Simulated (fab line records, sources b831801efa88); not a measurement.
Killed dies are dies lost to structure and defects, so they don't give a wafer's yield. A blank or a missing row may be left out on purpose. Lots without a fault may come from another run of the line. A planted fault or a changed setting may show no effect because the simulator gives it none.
Which tool did it? | flow sky130 | 12 lots, 36 wafers sampled, at 1 step of a route of 708

WHAT THE GAUGES READ, wafer by wafer
SKY_METAL1_THK_MEAS_06: measures by xrf. Usual: METAL1_ALCU_THK 252 nm, standard deviation 3.6.
lot  | measured     | on            | METAL1_ALCU_THK (nm) | flag
L920 | day 32 00:22 | film_metro-02 | 248 249 250          |
L921 | day 32 11:53 | film_metro-02 | 253 247 251          |
L923 | day 33 01:09 | film_metro-02 | 246 250 249          |
L924 | day 33 06:43 | film_metro-02 | 251 253 253          |
L925 | day 33 14:50 | film_metro-04 | 258 255 256          |
L926 | day 33 23:48 | film_metro-04 | 253 252 251          |
L929 | day 35 07:23 | film_metro-01 | 250 251 254          |
L932 | day 35 23:43 | film_metro-04 | 252 251 253          |
L933 | day 36 08:25 | film_metro-02 | 248 251 247          |
L936 | day 37 08:07 | film_metro-01 | 261 258 260          |
L937 | day 37 17:31 | film_metro-02 | 251 252 256          |
L940 | day 38 10:05 | film_metro-02 | 254 257 255          |

WHICH TOOL RAN EACH LOT (tool, then ch and the chambers of the sampled wafers, then the start)
The record holds no process step before these readings.

WHAT THE TOOLS THEMSELVES READ (means of the sampled wafers that have a number; where no wafer has one, the mark that the record gives instead)
The record holds no such reading with a usual standard deviation.

THE ANSWER, worked out from the rows above alone
Rule: a lot is off if the mean of its wafers that have a number lies more than 3 standard deviations from the usual mean. A lot without any number at a reading at which 4 lots or more have one is off too. The other lots that the step has rows for count as sound. The gauges are gone through in route order, then the tools' own readings, and for those a lot's mean is taken as printed above. The first step at which some lot is off is used, and at that step the reading that is off furthest; a lot without a number counts as furthest.
No lot is off at any reading shown: from this, nothing can be told.

WHAT THE SIMULATOR HAD PUT IN
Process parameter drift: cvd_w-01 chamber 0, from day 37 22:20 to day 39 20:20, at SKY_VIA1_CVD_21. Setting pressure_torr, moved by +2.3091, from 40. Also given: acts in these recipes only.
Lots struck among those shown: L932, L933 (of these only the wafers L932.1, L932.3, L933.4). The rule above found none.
